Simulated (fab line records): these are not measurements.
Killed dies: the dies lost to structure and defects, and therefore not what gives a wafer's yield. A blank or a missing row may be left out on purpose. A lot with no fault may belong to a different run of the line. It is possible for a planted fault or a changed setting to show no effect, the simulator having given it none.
Which of the tools did it? :: flow gf180mcu :: Sampling: 14 lots, 42 wafers, 5 of 602 route steps

WHAT EACH GAUGE READ, for each wafer
GF_STI_THK_MEAS_24. Usual: for STI_CVD_23_THK the level is 652 nm and the standard deviation is 6.2.
lot: L925
measured: day 2 02:46
on: film-metro-01
STI_CVD_23_THK (nm): 648 651 659
flag: 

lot: L927
measured: day 2 14:47
on: film-metro-04
STI_CVD_23_THK (nm): 657 655 654
flag: 

lot: L929
measured: day 3 01:02
on: film-metro-04
STI_CVD_23_THK (nm): 641 640 648
flag: 

lot: L930
measured: day 3 04:44
on: film-metro-03
STI_CVD_23_THK (nm): 643 649 655
flag: 

lot: L931
measured: day 4 03:51
on: film-metro-01
STI_CVD_23_THK (nm): 651 647 646
flag: 

lot: L932
measured: day 4 05:41
on: film-metro-01
STI_CVD_23_THK (nm): 644 652 651
flag: 

lot: L934
measured: day 4 08:16
on: film-metro-01
STI_CVD_23_THK (nm): 640 636 647
flag: 

lot: L933
measured: day 4 08:17
on: film-metro-04
STI_CVD_23_THK (nm): 658 655 654
flag: 

lot: L936
measured: day 4 08:20
on: film-metro-01
STI_CVD_23_THK (nm): 645 642 656
flag: 

lot: L935
measured: day 4 08:20
on: film-metro-03
STI_CVD_23_THK (nm): 655 659 655
flag: 

lot: L937
measured: day 4 12:22
on: film-metro-01
STI_CVD_23_THK (nm): 650 656 647
flag: 

lot: L938
measured: day 4 20:47
on: film-metro-03
STI_CVD_23_THK (nm): 651 652 651
flag: 

lot: L942
measured: day 5 19:08
on: film-metro-03
STI_CVD_23_THK (nm): 656 648 646
flag: 

lot: L946
measured: day 6 15:43
on: film-metro-04
STI_CVD_23_THK (nm): 647 651 648
flag: 

GF_VT_IMPLANT_TW_MEAS_43. Usual: for VT_IMPLANT_4_TW the level is 686 and the standard deviation is 5.5.
lot: L925
measured: day 6 18:13
on: film-metro-02
VT_IMPLANT_4_TW: 681 678 682
flag: 

lot: L927
measured: day 7 12:56
on: film-metro-02
VT_IMPLANT_4_TW: 686 684 683
flag: 

lot: L929
measured: day 7 21:50
on: film-metro-04
VT_IMPLANT_4_TW: 693 696 695
flag: 

lot: L930
measured: day 8 05:50
on: film-metro-02
VT_IMPLANT_4_TW: 683 685 683
flag: 

lot: L931
measured: day 10 07:53
on: film-metro-01
VT_IMPLANT_4_TW: 688 685 688
flag: 

lot: L932
measured: day 10 08:19
on: film-metro-01
VT_IMPLANT_4_TW: 685 684 683
flag: 

lot: L934
measured: day 10 15:34
on: film-metro-04
VT_IMPLANT_4_TW: 693 696 695
flag: 

lot: L933
measured: day 10 13:28
on: film-metro-02
VT_IMPLANT_4_TW: 680 683 679
flag: 

lot: L936
measured: day 10 15:38
on: film-metro-02
VT_IMPLANT_4_TW: 678 680 680
flag: 

lot: L935
measured: day 10 14:45
on: film-metro-04
VT_IMPLANT_4_TW: 700 694 696
flag: 

lot: L937
measured: day 10 17:57
on: film-metro-02
VT_IMPLANT_4_TW: 682 684 682
flag: 

lot: L938
measured: day 11 01:28
on: film-metro-02
VT_IMPLANT_4_TW: 684 682 679
flag: 

lot: L942
measured: day 12 08:49
on: film-metro-02
VT_IMPLANT_4_TW: 729 732 730
flag: OFF

lot: L946
measured: day 13 12:32
on: film-metro-02
VT_IMPLANT_4_TW: 730 729 732
flag: OFF

GF_VT_IMPLANT_RS_MEAS_46: a four-point-probe measurement. Usual: for MVSD_RS the level is 456.8 ohm/sq and the standard deviation is 0.98.
lot: L925
measured: day 6 18:29
on: film-metro-04
MVSD_RS (ohm/sq): 454.7 456.3 456.2
flag: 

lot: L927
measured: day 7 13:10
on: film-metro-04
MVSD_RS (ohm/sq): 457.2 457.3 458.2
flag: 

lot: L929
measured: day 7 22:04
on: film-metro-03
MVSD_RS (ohm/sq): 454.5 456.8 456.5
flag: 

lot: L930
measured: day 8 06:10
on: film-metro-03
MVSD_RS (ohm/sq): 456.9 458.2 456.8
flag: 

lot: L931
measured: day 10 08:07
on: film-metro-03
MVSD_RS (ohm/sq): 456.5 454.9 455.4
flag: 

lot: L932
measured: day 10 08:31
on: film-metro-02
MVSD_RS (ohm/sq): 456.9 456.9 455.3
flag: 

lot: L934
measured: day 10 15:47
on: film-metro-04
MVSD_RS (ohm/sq): 457.4 456.7 457.4
flag: 

lot: L933
measured: day 10 13:41
on: film-metro-02
MVSD_RS (ohm/sq): 456.7 457.2 456.8
flag: 

lot: L936
measured: day 10 15:51
on: film-metro-02
MVSD_RS (ohm/sq): 455.8 455.9 457.1
flag: 

lot: L935
measured: day 10 14:59
on: film-metro-02
MVSD_RS (ohm/sq): 457.6 457.0 456.2
flag: 

lot: L937
measured: day 10 18:10
on: film-metro-02
MVSD_RS (ohm/sq): 455.6 456.6 458.0
flag: 

lot: L938
measured: day 11 01:41
on: film-metro-04
MVSD_RS (ohm/sq): 456.5 456.4 457.0
flag: 

lot: L942
measured: day 12 09:02
on: film-metro-04
MVSD_RS (ohm/sq): 457.0 457.9 458.1
flag: 

lot: L946
measured: day 13 12:45
on: film-metro-03
MVSD_RS (ohm/sq): 455.6 457.2 454.6
flag: 

GF_DUAL_GATE_THK_MEAS_03. Usual: for DUAL_GATE_OXIDATION_00_THK the level is 10.95 nm and the standard deviation is 0.22.
lot: L925
measured: day 6 22:28
on: film-metro-01
DUAL_GATE_OXIDATION_00_THK (nm): 11.07 10.87 10.69
flag: 

lot: L927
measured: day 7 18:50
on: film-metro-03
DUAL_GATE_OXIDATION_00_THK (nm): 10.92 10.77 10.99
flag: 

lot: L929
measured: day 8 00:50
on: film-metro-04
DUAL_GATE_OXIDATION_00_THK (nm): 10.59 10.50 10.53
flag: 

lot: L930
measured: day 8 08:16
on: film-metro-01
DUAL_GATE_OXIDATION_00_THK (nm): 10.78 10.84 10.93
flag: 

lot: L931
measured: day 10 10:20
on: film-metro-03
DUAL_GATE_OXIDATION_00_THK (nm): 11.16 11.24 11.10
flag: 

lot: L932
measured: day 10 11:46
on: film-metro-01
DUAL_GATE_OXIDATION_00_THK (nm): 11.12 11.05 10.88
flag: 

lot: L934
measured: day 10 18:05
on: film-metro-01
DUAL_GATE_OXIDATION_00_THK (nm): 11.34 11.14 11.26
flag: 

lot: L933
measured: day 10 15:52
on: film-metro-01
DUAL_GATE_OXIDATION_00_THK (nm): 11.00 10.80 10.89
flag: 

lot: L936
measured: day 10 18:05
on: film-metro-04
DUAL_GATE_OXIDATION_00_THK (nm): 10.78 10.91 10.75
flag: 

lot: L935
measured: day 10 17:16
on: film-metro-01
DUAL_GATE_OXIDATION_00_THK (nm): 10.74 11.00 11.06
flag: 

lot: L937
measured: day 10 20:16
on: film-metro-04
DUAL_GATE_OXIDATION_00_THK (nm): 11.23 11.48 11.21
flag: 

lot: L938
measured: day 11 03:48
on: film-metro-01
DUAL_GATE_OXIDATION_00_THK (nm): 10.95 10.85 11.03
flag: 

lot: L942
measured: day 12 11:10
on: film-metro-03
DUAL_GATE_OXIDATION_00_THK (nm): 10.77 10.88 10.98
flag: 

lot: L946
measured: day 13 18:47
on: film-metro-03
DUAL_GATE_OXIDATION_00_THK (nm): 10.89 10.71 10.93
flag: 

WHAT TOOL EACH LOT RAN ON (gives the tool, then ch and the chambers of the sampled wafers, and finally the start)
lot: L925
GF_VT_IMPLANT_IMPLANT_41: implanter-02 ch 0, day 6 17:58

lot: L927
GF_VT_IMPLANT_IMPLANT_41: implanter-03 ch 0, day 7 12:42

lot: L929
GF_VT_IMPLANT_IMPLANT_41: implanter-02 ch 0, day 7 21:37

lot: L930
GF_VT_IMPLANT_IMPLANT_41: implanter-02 ch 0, day 8 05:35

lot: L931
GF_VT_IMPLANT_IMPLANT_41: implanter-01 ch 0, day 10 07:39

lot: L932
GF_VT_IMPLANT_IMPLANT_41: implanter-02 ch 0, day 10 08:04

lot: L934
GF_VT_IMPLANT_IMPLANT_41: implanter-03 ch 0, day 10 15:19

lot: L933
GF_VT_IMPLANT_IMPLANT_41: implanter-03 ch 0, day 10 13:14

lot: L936
GF_VT_IMPLANT_IMPLANT_41: implanter-02 ch 0, day 10 15:23

lot: L935
GF_VT_IMPLANT_IMPLANT_41: implanter-03 ch 0, day 10 14:31

lot: L937
GF_VT_IMPLANT_IMPLANT_41: implanter-03 ch 0, day 10 17:43

lot: L938
GF_VT_IMPLANT_IMPLANT_41: implanter-02 ch 0, day 11 01:13

lot: L942
GF_VT_IMPLANT_IMPLANT_41: implanter-03 ch 0, day 12 08:35

lot: L946
GF_VT_IMPLANT_IMPLANT_41: implanter-03 ch 0, day 13 12:18
- GF_VT_IMPLANT_IMPLANT_41

WHAT THE TOOLS THEMSELVES READ (means of the sampled wafers that have a number; where no wafer has one, the mark that the record gives instead)
GF_VT_IMPLANT_IMPLANT_41. Usual: beam-energy-keV 69.996, standard deviation 0.025.
lot: L925
tool: implanter-02
beam-energy-keV: 70.005
flag: 

lot: L927
tool: implanter-03
beam-energy-keV: 69.994
flag: 

lot: L929
tool: implanter-02
beam-energy-keV: 70.024
flag: 

lot: L930
tool: implanter-02
beam-energy-keV: 69.996
flag: 

lot: L931
tool: implanter-01
beam-energy-keV: 69.999
flag: 

lot: L932
tool: implanter-02
beam-energy-keV: 69.980
flag: 

lot: L934
tool: implanter-03
beam-energy-keV: 70.006
flag: 

lot: L933
tool: implanter-03
beam-energy-keV: 69.965
flag: 

lot: L936
tool: implanter-02
beam-energy-keV: 70.007
flag: 

lot: L935
tool: implanter-03
beam-energy-keV: 69.929
flag: 

lot: L937
tool: implanter-03
beam-energy-keV: 70.013
flag: 

lot: L938
tool: implanter-02
beam-energy-keV: 70.004
flag: 

lot: L942
tool: implanter-03
beam-energy-keV: 89.457
flag: OFF

lot: L946
tool: implanter-03
beam-energy-keV: 89.447
flag: OFF

THE ANSWER, worked out from the rows above alone
Rule: a lot counts as off when the mean over its wafers that have a number is more than 3 standard deviations away from the usual mean. A lot without any number at a reading at which 4 lots or more have one is off too. Any other lot the step has rows for is counted as sound. After the gauges, taken in route order, come the tools' own readings; for these a lot's mean is taken, as printed above. At the first step where some lot is off, the reading lying furthest off is the one used; lots without a number count as furthest.
Off: at GF_VT_IMPLANT_TW_MEAS_43 (VT_IMPLANT_4_TW), L942, L946.
If a tool, at a process step before that reading, ran all the lots that are off and no sound lot after the first of them, it fits. Not tried: the gauges at GF_VT_IMPLANT_TW_MEAS_43; whatever is off there is also off at GF_VT_IMPLANT_IMPLANT_41, on other tools, and gauge error can't account for it. One candidate fits, namely implanter-03 at GF_VT_IMPLANT_IMPLANT_41. A fault onset in the window from L937 (day 10 17:43, its last sound lot) to L942 (day 12 08:35, its first lot off) fits.
On the lots that are off, the tool's own readings at GF_VT_IMPLANT_IMPLANT_41 differ by more than 5 times the standard deviation of the sound lots' means, which bears it out; beam-energy-keV reads 89.452 there versus 69.993 on the sound lots.

WHAT WAS PUT IN BY THE SIMULATOR
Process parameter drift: implanter-03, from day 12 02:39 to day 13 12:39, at GF_VT_IMPLANT_IMPLANT_41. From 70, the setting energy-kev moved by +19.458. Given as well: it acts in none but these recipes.
Struck lots among those shown: L942, L946. The rule given above showed the same thing.
